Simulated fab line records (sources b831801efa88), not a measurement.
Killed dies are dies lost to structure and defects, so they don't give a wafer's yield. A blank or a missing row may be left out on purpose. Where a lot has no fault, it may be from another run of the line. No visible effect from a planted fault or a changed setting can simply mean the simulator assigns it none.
Which tool was responsible? | flow gf180mcu | Sampling: 13 lots, 39 wafers, 5 of 602 route steps

WHAT THE GAUGES SHOWED, per wafer
GF_MVPSD_OVL_MEAS_07. Usual: MVPSD_OVL -1.3 nm, standard deviation 1.5.
lot  | measured     | on         | MVPSD_OVL (nm) | flag
L151 | day 5 03:02  | overlay-01 | -0.3 0.9 -1.6  |
L152 | day 5 10:44  | overlay-01 | -1.3 -2.6 1.2  |
L154 | day 5 19:38  | overlay-01 | -2.6 -0.6 -1.8 |
L155 | day 6 02:32  | overlay-01 | -1.2 -1.9 0.2  |
L161 | day 7 11:41  | overlay-01 | -2.8 -1.1 0.1  |
L164 | day 8 07:26  | overlay-02 | -0.7 -2.5 -2.5 |
L166 | day 8 17:44  | overlay-02 | -4.0 -3.5 -2.9 |
L167 | day 8 21:44  | overlay-02 | -0.8 0.2 0.3   |
L168 | day 9 07:40  | overlay-01 | -1.0 -1.9 -1.3 |
L169 | day 9 11:26  | overlay-01 | -1.0 -2.1 -2.2 |
L170 | day 9 17:34  | overlay-01 | -0.3 -1.6 -1.8 |
L172 | day 10 06:55 | overlay-02 | -3.0 -3.4 -3.1 |
L174 | day 10 17:47 | overlay-01 | -1.4 -0.4 -0.4 |

GF_VT_IMPLANT_TW_MEAS_21. Usual: VT_IMPLANT_2_TW 1211, standard deviation 11.
lot  | measured     | on            | VT_IMPLANT_2_TW | flag
L151 | day 6 08:53  | film_metro-02 | 1205 1202 1196  |
L152 | day 6 17:11  | film_metro-02 | 1197 1204 1191  |
L154 | day 7 01:35  | film_metro-04 | 1227 1225 1224  |
L155 | day 7 08:23  | film_metro-04 | 1221 1226 1222  |
L161 | day 8 20:14  | film_metro-02 | 1207 1200 1199  |
L164 | day 9 17:19  | film_metro-01 | 1212 1216 1206  |
L166 | day 10 05:05 | film_metro-02 | 1204 1213 1205  |
L167 | day 10 09:04 | film_metro-04 | 1229 1232 1232  |
L168 | day 10 19:14 | film_metro-04 | 1227 1228 1222  |
L169 | day 11 00:13 | film_metro-04 | 1223 1219 1227  |
L170 | day 11 04:50 | film_metro-01 | 1216 1213 1214  |
L172 | day 11 19:53 | film_metro-01 | 1204 1205 1207  |
L174 | day 12 06:09 | film_metro-02 | 1207 1203 1204  |

GF_VT_IMPLANT_OVL_MEAS_29. Usual: VT_IMPLANT_02_OVL -0.7 nm, standard deviation 1.3.
lot  | measured     | on         | VT_IMPLANT_02_OVL (nm) | flag
L151 | day 6 23:47  | overlay-01 | -0.1 1.6 1.0           |
L152 | day 7 07:36  | overlay-02 | -1.2 -0.5 -3.6         |
L154 | day 7 17:08  | overlay-01 | -1.0 -0.4 -1.9         |
L155 | day 8 00:17  | overlay-01 | -1.0 -1.3 -1.6         |
L161 | day 9 13:14  | overlay-02 | -2.5 0.5 0.4           |
L164 | day 10 11:35 | overlay-02 | - - -                  | OFF
L166 | day 10 23:38 | overlay-01 | 1.2 0.6 0.0            |
L167 | day 11 02:10 | overlay-02 | 0.1 -1.6 0.5           |
L168 | day 11 11:01 | overlay-01 | 0.0 -1.1 -0.9          |
L169 | day 11 17:59 | overlay-02 | -1.7 -0.2 -0.9         |
L170 | day 12 00:02 | overlay-02 | -0.4 -0.6 1.3          |
L172 | day 12 15:41 | overlay-02 | -0.4 -1.5 1.5          |
L174 | day 13 02:05 | overlay-02 | -2.6 -0.4 -2.1         |

GF_VT_IMPLANT_TW_MEAS_32. Usual: VT_IMPLANT_3_TW 268.1, standard deviation 2.5.
lot  | measured     | on            | VT_IMPLANT_3_TW   | flag
L151 | day 7 00:04  | film_metro-04 | 271.0 272.6 271.5 |
L152 | day 7 07:53  | film_metro-02 | 265.3 267.0 265.8 |
L154 | day 7 17:26  | film_metro-01 | 269.1 265.9 269.8 |
L155 | day 8 00:34  | film_metro-01 | 265.2 266.5 266.8 |
L161 | day 9 13:32  | film_metro-02 | 267.0 267.1 267.2 |
L164 | day 10 11:53 | film_metro-04 | 30.2 30.3 30.4    | OFF
L166 | day 10 23:56 | film_metro-01 | 266.2 265.9 266.1 |
L167 | day 11 02:28 | film_metro-04 | 272.4 271.2 272.0 |
L168 | day 11 11:19 | film_metro-04 | 269.9 270.3 269.1 |
L169 | day 11 18:16 | film_metro-01 | 266.0 267.4 266.6 |
L170 | day 12 00:19 | film_metro-01 | 266.7 265.4 265.3 |
L172 | day 12 15:59 | film_metro-02 | 266.3 267.6 267.0 |
L174 | day 13 02:23 | film_metro-04 | 271.3 270.0 270.7 |

TOOL THAT RAN EACH LOT (tool first, then ch and the chambers of the sampled wafers, then the start)
lot  | GF_VT_IMPLANT_EXPOSE_26
L151 | iline_stepper-01 ch 0, day 6 16:36
L152 | iline_stepper-01 ch 0, day 7 00:25
L154 | iline_stepper-02 ch 0, day 7 08:53
L155 | iline_stepper-01 ch 0, day 7 16:58
L161 | iline_stepper-01 ch 0, day 9 05:11
L164 | iline_stepper-02 ch 0, day 10 02:52
L166 | iline_stepper-02 ch 0, day 10 15:11
L167 | iline_stepper-02 ch 0, day 10 18:31
L168 | iline_stepper-02 ch 0, day 11 02:46
L169 | iline_stepper-02 ch 0, day 11 07:44
L170 | iline_stepper-01 ch 0, day 11 14:28
L172 | iline_stepper-02 ch 0, day 12 04:55
L174 | iline_stepper-02 ch 0, day 12 17:12
- GF_VT_IMPLANT_EXPOSE_26: exposes mask LVPWELL HV AREA, target cd 860 nm.

AS READ BY THE TOOLS THEMSELVES (means over the sampled wafers that have a number; for cases with no such wafer, the mark the record gives instead)
The record holds no such reading with a usual standard deviation.

THE ANSWER, worked out from the rows above alone
Rule: lot off if the mean of its wafers having a number is beyond 3 standard deviations from the usual mean. A lot without any number at a reading at which 4 lots or more have one is off too. All remaining lots with rows at the step are treated as sound. Order of review: gauges by route order, followed by the tools' own readings, for which a lot's mean as printed above is used. At the first step where some lot is off, the reading lying furthest off is the one used; lots without a number count as furthest.
Off: L164, at GF_VT_IMPLANT_OVL_MEAS_29 (VT_IMPLANT_02_OVL). Without a number there: L164.
If a tool, at a process step before that reading, ran all the lots that are off and no sound lot after the first of them, it fits. Not tried: the gauges at GF_VT_IMPLANT_OVL_MEAS_29; whatever is off there is also off at GF_VT_IMPLANT_TW_MEAS_32, on other tools, and gauge error can't account for it. Not one of the candidates tried fits.

WHAT THE SIMULATOR HAD INSERTED
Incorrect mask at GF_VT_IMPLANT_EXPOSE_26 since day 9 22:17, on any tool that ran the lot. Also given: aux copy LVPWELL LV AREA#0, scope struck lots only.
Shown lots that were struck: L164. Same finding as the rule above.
